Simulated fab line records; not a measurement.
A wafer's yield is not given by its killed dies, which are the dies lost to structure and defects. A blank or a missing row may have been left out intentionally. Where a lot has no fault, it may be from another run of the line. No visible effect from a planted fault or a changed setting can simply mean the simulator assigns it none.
What tool caused it? / flow sky130 / Sampling: 12 lots, 36 wafers, 5 of 708 route steps

WHAT THE GAUGES READ, wafer by wafer
SKY_LOCAL_INTERCONNECT_CD_MEAS_11 targets a cd of 170 nm.
lot=L319; measured=day 30 04:14; on=cd_sem-01; cd_nm (nm)=170.7 169.8 168.7
lot=L320; measured=day 30 22:09; on=cd_sem-01; cd_nm (nm)=169.3 170.5 169.7
lot=L321; measured=day 31 06:20; on=cd_sem-01; cd_nm (nm)=170.4 170.5 168.5
lot=L322; measured=day 31 12:53; on=cd_sem-02; cd_nm (nm)=168.2 170.1 170.1
lot=L323; measured=day 31 23:41; on=cd_sem-02; cd_nm (nm)=171.7 172.3 170.8
lot=L332; measured=day 34 16:26; on=cd_sem-02; cd_nm (nm)=166.4 167.2 166.0
lot=L333; measured=day 35 06:22; on=cd_sem-01; cd_nm (nm)=171.8 171.1 170.5
lot=L335; measured=day 37 08:02; on=cd_sem-01; cd_nm (nm)=170.7 171.3 172.2
lot=L337; measured=day 37 08:41; on=cd_sem-01; cd_nm (nm)=169.7 170.6 169.7
lot=L339; measured=day 37 09:37; on=cd_sem-02; cd_nm (nm)=169.3 166.8 167.8
lot=L341; measured=day 37 12:41; on=cd_sem-02; cd_nm (nm)=168.0 169.2 168.2
lot=L340; measured=day 37 16:13; on=cd_sem-02; cd_nm (nm)=170.9 170.8 172.1

SKY_CONTACT_THK_MEAS_03.
lot=L319; measured=day 30 05:16; on=film_metro-02; CONTACT_HDPCVD_THK (nm)=577 567 566
lot=L320; measured=day 30 23:13; on=film_metro-01; CONTACT_HDPCVD_THK (nm)=567 559 560
lot=L321; measured=day 31 07:22; on=film_metro-03; CONTACT_HDPCVD_THK (nm)=576 572 573
lot=L322; measured=day 31 13:56; on=film_metro-02; CONTACT_HDPCVD_THK (nm)=574 570 559
lot=L323; measured=day 32 00:43; on=film_metro-03; CONTACT_HDPCVD_THK (nm)=570 573 574
lot=L332; measured=day 34 17:28; on=film_metro-02; CONTACT_HDPCVD_THK (nm)=576 558 573
lot=L333; measured=day 35 07:28; on=film_metro-03; CONTACT_HDPCVD_THK (nm)=571 561 563
lot=L335; measured=day 37 09:04; on=film_metro-01; CONTACT_HDPCVD_THK (nm)=569 556 558
lot=L337; measured=day 37 09:43; on=film_metro-02; CONTACT_HDPCVD_THK (nm)=575 578 568
lot=L339; measured=day 37 10:38; on=film_metro-03; CONTACT_HDPCVD_THK (nm)=573 571 568
lot=L341; measured=day 37 13:43; on=film_metro-03; CONTACT_HDPCVD_THK (nm)=570 575 572
lot=L340; measured=day 37 17:15; on=film_metro-01; CONTACT_HDPCVD_THK (nm)=566 567 562

SKY_VIA2_CD_MEAS_12 targets a cd of 200 nm.
lot=L319; measured=day 36 01:40; on=cd_sem-02; cd_nm (nm)=198.4 198.3 199.0
lot=L320; measured=day 36 21:06; on=cd_sem-01; cd_nm (nm)=199.9 200.7 200.4
lot=L321; measured=day 37 04:16; on=cd_sem-01; cd_nm (nm)=198.2 199.6 200.4
lot=L322; measured=day 37 10:53; on=cd_sem-02; cd_nm (nm)=187.9 184.7 156.1
lot=L323; measured=day 37 18:58; on=cd_sem-02; cd_nm (nm)=167.0 161.9 195.0
lot=L332; measured=day 40 08:38; on=cd_sem-02; cd_nm (nm)=200.0 199.7 199.1
lot=L333; measured=day 40 20:30; on=cd_sem-01; cd_nm (nm)=200.7 200.2 200.4
lot=L335; measured=day 42 18:58; on=cd_sem-02; cd_nm (nm)=200.8 199.4 199.4
lot=L337; measured=day 42 19:59; on=cd_sem-01; cd_nm (nm)=199.6 197.9 197.8
lot=L339; measured=day 42 20:22; on=cd_sem-02; cd_nm (nm)=199.5 199.5 199.1
lot=L341; measured=day 42 22:55; on=cd_sem-02; cd_nm (nm)=198.7 200.1 200.9
lot=L340; measured=day 43 01:41; on=cd_sem-01; cd_nm (nm)=199.0 198.8 200.0

EACH LOT AND THE TOOL THAT RAN IT (in order: tool; ch and the chambers of the sampled wafers; start)
lot=L319; SKY_CONTACT_ETCH_17=rie_diel-04 ch 0,2, day 31 08:07; SKY_VIA2_EXPOSE_09=krf_scanner-01 ch 0, day 35 11:31
lot=L320; SKY_CONTACT_ETCH_17=rie_diel-01 ch 1,2,3, day 32 03:22; SKY_VIA2_EXPOSE_09=krf_scanner-01 ch 0, day 36 07:53
lot=L321; SKY_CONTACT_ETCH_17=rie_diel-04 ch 0,1,3, day 32 10:44; SKY_VIA2_EXPOSE_09=krf_scanner-01 ch 0, day 36 14:32
lot=L322; SKY_CONTACT_ETCH_17=rie_diel-04 ch 0,1,2, day 32 18:07; SKY_VIA2_EXPOSE_09=krf_scanner-01 ch 0, day 36 22:43
lot=L323; SKY_CONTACT_ETCH_17=rie_diel-01 ch 1,2, day 33 04:08; SKY_VIA2_EXPOSE_09=krf_scanner-01 ch 0, day 37 07:07
lot=L332; SKY_CONTACT_ETCH_17=rie_diel-04 ch 0,1,3, day 35 20:46; SKY_VIA2_EXPOSE_09=krf_scanner-01 ch 0, day 39 19:49
lot=L333; SKY_CONTACT_ETCH_17=rie_diel-04 ch 0,1,3, day 36 10:01; SKY_VIA2_EXPOSE_09=krf_scanner-01 ch 0, day 40 09:26
lot=L335; SKY_CONTACT_ETCH_17=rie_diel-04 ch 0,1, day 38 12:37; SKY_VIA2_EXPOSE_09=krf_scanner-01 ch 0, day 42 07:05
lot=L337; SKY_CONTACT_ETCH_17=rie_diel-02 ch 1,2, day 38 13:32; SKY_VIA2_EXPOSE_09=krf_scanner-02 ch 0, day 42 08:26
lot=L339; SKY_CONTACT_ETCH_17=rie_diel-02 ch 1,2,3, day 38 14:14; SKY_VIA2_EXPOSE_09=krf_scanner-02 ch 0, day 42 09:12
lot=L341; SKY_CONTACT_ETCH_17=rie_diel-04 ch 0,2,3, day 38 16:11; SKY_VIA2_EXPOSE_09=krf_scanner-02 ch 0, day 42 12:17
lot=L340; SKY_CONTACT_ETCH_17=rie_diel-02 ch 1,2,3, day 38 19:37; SKY_VIA2_EXPOSE_09=krf_scanner-01 ch 0, day 42 15:33
- SKY_CONTACT_ETCH_17: etches SiO2 in C4F8/O2/Ar, stops on Si3N4, target depth 340 nm.
- SKY_VIA2_EXPOSE_09: exposes mask VIM2, target cd 200 nm.

WHAT THE TOOLS THEMSELVES READ (means of the sampled wafers that have a number; where no wafer has one, the mark that the record gives instead)
SKY_CONTACT_ETCH_17.
lot=L319; tool=rie_diel-04; oes_product_au (a.u.)=0.897
lot=L320; tool=rie_diel-01; oes_product_au (a.u.)=0.898
lot=L321; tool=rie_diel-04; oes_product_au (a.u.)=0.892
lot=L322; tool=rie_diel-04; oes_product_au (a.u.)=0.891
lot=L323; tool=rie_diel-01; oes_product_au (a.u.)=0.890
lot=L332; tool=rie_diel-04; oes_product_au (a.u.)=0.890
lot=L333; tool=rie_diel-04; oes_product_au (a.u.)=0.891
lot=L335; tool=rie_diel-04; oes_product_au (a.u.)=0.894
lot=L337; tool=rie_diel-02; oes_product_au (a.u.)=0.888
lot=L339; tool=rie_diel-02; oes_product_au (a.u.)=0.887
lot=L341; tool=rie_diel-04; oes_product_au (a.u.)=0.888
lot=L340; tool=rie_diel-02; oes_product_au (a.u.)=0.891

THE ANSWER, worked out from the rows above alone
Rule: the usual values come from the lots themselves. Put in order of their means at a reading, lots are off if they are a third of the lots or fewer, leave a main group of 4 or more, and stand apart from it by a gap of 3 or more times the standard deviation of the main group's means; of several such gaps the widest counts. Not used: any main group whose means are identical at the precision the tables above print for the reading. Also off: a lot with no number at a reading for which 4 or more lots have one. The other lots that the step has rows for count as sound. The gauges are gone through in route order, then the tools' own readings, and for those a lot's mean is taken as printed above. At the first step where some lot is off, the reading lying furthest off is the one used; lots without a number count as furthest.
Off: L322, L323 (SKY_VIA2_CD_MEAS_12, cd_nm). Mean 199.5 nm and standard deviation 0.63 in the main group.
If a tool, at a process step before that reading, ran all the lots that are off and no sound lot after the first of them, it fits. Those tools and the gauges at SKY_VIA2_CD_MEAS_12 are tried in the same way. No candidate that was tried fits.

WHAT WAS PUT IN BY THE SIMULATOR
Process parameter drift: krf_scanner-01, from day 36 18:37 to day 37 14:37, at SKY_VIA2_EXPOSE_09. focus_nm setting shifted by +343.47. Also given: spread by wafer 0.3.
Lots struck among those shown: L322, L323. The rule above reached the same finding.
